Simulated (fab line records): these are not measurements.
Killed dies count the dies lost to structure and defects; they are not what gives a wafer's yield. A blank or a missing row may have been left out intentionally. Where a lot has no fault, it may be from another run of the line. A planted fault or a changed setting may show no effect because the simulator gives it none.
What tool caused it? :: flow sky130 :: 33 wafers from 11 lots sampled at 3 of the route's 708 steps

WHAT EACH GAUGE READ, for each wafer
SKY_VT_ADJUST_LVTN_OVL_MEAS_07.
lot: L995
measured: day 7 03:17
on: overlay-01
VT_ADJUST_LVTN_OVL (nm): 2.4 1.9 0.5

lot: L996
measured: day 7 08:20
on: overlay-01
VT_ADJUST_LVTN_OVL (nm): -1.2 1.5 0.9

lot: L102
measured: day 9 00:26
on: overlay-02
VT_ADJUST_LVTN_OVL (nm): 0.0 2.1 -1.0

lot: L103
measured: day 9 12:38
on: overlay-02
VT_ADJUST_LVTN_OVL (nm): - - -

lot: L106
measured: day 10 02:20
on: overlay-01
VT_ADJUST_LVTN_OVL (nm): 3.9 1.8 0.2

lot: L112
measured: day 11 21:26
on: overlay-02
VT_ADJUST_LVTN_OVL (nm): -0.7 0.0 0.2

lot: L113
measured: day 12 00:17
on: overlay-02
VT_ADJUST_LVTN_OVL (nm): -0.4 0.7 1.6

lot: L114
measured: day 12 06:41
on: overlay-01
VT_ADJUST_LVTN_OVL (nm): 0.8 -0.1 0.8

lot: L115
measured: day 12 16:20
on: overlay-02
VT_ADJUST_LVTN_OVL (nm): 1.1 2.2 0.8

lot: L116
measured: day 12 21:06
on: overlay-02
VT_ADJUST_LVTN_OVL (nm): 1.7 2.4 2.9

lot: L117
measured: day 13 07:23
on: overlay-01
VT_ADJUST_LVTN_OVL (nm): 0.1 -1.7 1.6

WHICH TOOL RAN EACH LOT (tool, then ch and the chambers of the sampled wafers, then the start)
lot: L995
SKY_NWELL_STRIP_25: plasma-asher-03 ch 0,1, day 5 13:41
SKY_VT_ADJUST_LVTN_EXPOSE_04: iline-stepper-01 ch 0, day 6 17:51

lot: L996
SKY_NWELL_STRIP_25: plasma-asher-03 ch 0,1, day 5 18:35
SKY_VT_ADJUST_LVTN_EXPOSE_04: iline-stepper-01 ch 0, day 6 23:14

lot: L102
SKY_NWELL_STRIP_25: plasma-asher-02 ch 0,1, day 7 07:46
SKY_VT_ADJUST_LVTN_EXPOSE_04: iline-stepper-02 ch 0, day 8 14:11

lot: L103
SKY_NWELL_STRIP_25: plasma-asher-04 ch 0,1, day 7 18:19
SKY_VT_ADJUST_LVTN_EXPOSE_04: iline-stepper-02 ch 0, day 9 02:09

lot: L106
SKY_NWELL_STRIP_25: plasma-asher-02 ch 0,1, day 8 07:38
SKY_VT_ADJUST_LVTN_EXPOSE_04: iline-stepper-02 ch 0, day 9 16:16

lot: L112
SKY_NWELL_STRIP_25: plasma-asher-03 ch 0,1, day 9 23:08
SKY_VT_ADJUST_LVTN_EXPOSE_04: iline-stepper-02 ch 0, day 11 10:14

lot: L113
SKY_NWELL_STRIP_25: plasma-asher-04 ch 0,1, day 10 01:17
SKY_VT_ADJUST_LVTN_EXPOSE_04: iline-stepper-01 ch 0, day 11 12:21

lot: L114
SKY_NWELL_STRIP_25: plasma-asher-02 ch 0, day 10 07:44
SKY_VT_ADJUST_LVTN_EXPOSE_04: iline-stepper-01 ch 0, day 11 18:58

lot: L115
SKY_NWELL_STRIP_25: plasma-asher-02 ch 0,1, day 10 16:17
SKY_VT_ADJUST_LVTN_EXPOSE_04: iline-stepper-02 ch 0, day 12 04:29

lot: L116
SKY_NWELL_STRIP_25: plasma-asher-02 ch 0,1, day 10 20:05
SKY_VT_ADJUST_LVTN_EXPOSE_04: iline-stepper-02 ch 0, day 12 09:37

lot: L117
SKY_NWELL_STRIP_25: plasma-asher-04 ch 1, day 11 06:14
SKY_VT_ADJUST_LVTN_EXPOSE_04: iline-stepper-02 ch 0, day 12 18:58
- SKY_NWELL_STRIP_25: strips in O2/N2.
- SKY_VT_ADJUST_LVTN_EXPOSE_04: exposes mask NWM COMPLEMENT LESS NATIVE, target cd 840 nm.

THE ANSWER, worked out from the rows above alone
Rule: what is usual is taken from the lots themselves. Put in order of their means at a reading, lots are off if they are a third of the lots or fewer, leave a main group of 4 or more, and stand apart from it by a gap of 3 or more times the standard deviation of the main group's means; of several such gaps the widest counts. Not used: any main group whose means are identical at the precision the tables above print for the reading. A lot without any number at a reading at which 4 lots or more have one is off too. All remaining lots with rows at the step are treated as sound.
Off: L103, seen at SKY_VT_ADJUST_LVTN_OVL_MEAS_07 (VT_ADJUST_LVTN_OVL). Without a number there: L103. The main group: mean 0.9 nm, standard deviation 0.81.
If a tool, at a process step before that reading, ran all the lots that are off and no sound lot after the first of them, it fits. The gauges at SKY_VT_ADJUST_LVTN_OVL_MEAS_07 are tried like those tools. None of those tried fits.

WHAT THE SIMULATOR PUT IN
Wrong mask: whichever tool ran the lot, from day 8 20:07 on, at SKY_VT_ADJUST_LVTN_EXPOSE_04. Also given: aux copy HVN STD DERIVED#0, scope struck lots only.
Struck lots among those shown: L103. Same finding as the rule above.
